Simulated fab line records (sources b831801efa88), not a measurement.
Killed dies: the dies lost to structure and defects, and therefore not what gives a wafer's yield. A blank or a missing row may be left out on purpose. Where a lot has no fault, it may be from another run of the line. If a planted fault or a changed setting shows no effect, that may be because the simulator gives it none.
Check for tools in common    flow sky130    11 lots, 33 wafers sampled

== THE REASON FOR OPENING IT ==
SKY_SD_N_RS_MEAS_16, reading SD_N_RS: flagged on 2 of 11 lots. Wafers without a fault read 68.61 ohm/sq, standard deviation 0.11.
Rule: a lot is flagged in two cases, either no wafer of it has a number, or all its wafers with numbers fall more than 4 standard deviations from that mean. All remaining lots are regarded as sound.

lot   measured      on            SD_N_RS (ohm/sq), wafer by wafer  flag
L452  day 28 08:43  filmMetro-03  68.54 68.38 68.77                 
L453  day 28 10:19  filmMetro-04  68.72 68.69 68.73                 
L454  day 28 15:06  filmMetro-04  68.63 68.49 68.47                 
L459  day 30 12:23  filmMetro-04  68.49 68.59 68.56                 
L461  day 31 02:43  filmMetro-03  68.70 68.65 68.65                 
L464  day 32 12:56  filmMetro-03  68.59 68.58 68.55                 
L465  day 32 15:11  filmMetro-02  71.29 71.22 71.20                 FLAGGED
L466  day 33 01:51  filmMetro-03  68.57 68.59 68.64                 
L467  day 33 04:31  filmMetro-04  71.41 71.31 71.44                 FLAGGED
L472  day 34 07:29  filmMetro-04  68.61 68.62 68.66                 
L474  day 35 00:51  filmMetro-02  68.54 68.60 68.65                 
On average the flagged lots' numbers are 71.31 ohm/sq, which is +2.70 ohm/sq against the usual, or +25 standard deviations.

== EACH LOT AND THE TOOL IT RAN ON ==
The record keeps 1 process step preceding the reading, out of 708 steps on the route. Read each cell as the tool, then ch plus the chambers that the sampled wafers visited, then the start.
lot   flag     SKY_SD_N_RTA_14
L452           rtpAnneal-01 ch 0, day 28 08:32
L453           rtpAnneal-02 ch 0, day 28 10:08
L454           rtpAnneal-01 ch 0, day 28 14:53
L459           rtpAnneal-02 ch 0, day 30 12:13
L461           rtpAnneal-01 ch 0, day 31 02:30
L464           rtpAnneal-02 ch 0, day 32 12:45
L465  FLAGGED  rtpAnneal-01 ch 0, day 32 15:00
L466           rtpAnneal-02 ch 0, day 33 01:40
L467  FLAGGED  rtpAnneal-01 ch 0, day 33 04:20
L472           rtpAnneal-02 ch 0, day 34 07:19
L474           rtpAnneal-02 ch 0, day 35 00:41
What is done by these steps:
- SKY_SD_N_RTA_14: time 2 s.
- SKY_SD_N_RS_MEAS_16: measures by four-point-probe.

== FLAGGED AGAINST TOTAL, ONE TOOL AT A TIME (gauges that did the reading follow at the end) ==
step                 tool          lots run  flagged  share of the flagged lots  sound lots run after its first flagged lot
SKY_SD_N_RTA_14      rtpAnneal-01  5         2        all                        0
SKY_SD_N_RTA_14      rtpAnneal-02  6         0        none                       -
SKY_SD_N_RS_MEAS_16  filmMetro-02  2         1        some                       1 (L474)
SKY_SD_N_RS_MEAS_16  filmMetro-03  4         0        none                       -
SKY_SD_N_RS_MEAS_16  filmMetro-04  5         1        some                       1 (L472)

== WHAT IS ALLOWED BY THE TABLE ==
Rows of the table that ran each flagged lot: 1, that is rtpAnneal-01 at SKY_SD_N_RTA_14.
- rtpAnneal-01 at SKY_SD_N_RTA_14 ran 5 lots, 2 of them flagged. It ran its last sound lot, L461, at day 31 02:30 and its first flagged lot, L465, at day 32 15:00: a fault with its onset between the two fits. Its own readings lie more than 4 standard deviations out on every wafer of the flagged lots: wafer_temp_C_max.
Just one tool remains: rtpAnneal-01 at SKY_SD_N_RTA_14.

== WHAT THE SIMULATOR HAD INSERTED ==
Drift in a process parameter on rtpAnneal-01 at SKY_SD_N_RTA_14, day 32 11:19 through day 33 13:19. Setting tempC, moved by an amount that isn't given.
Lots struck among those shown: L465, L467. This agrees with what the rule above found.
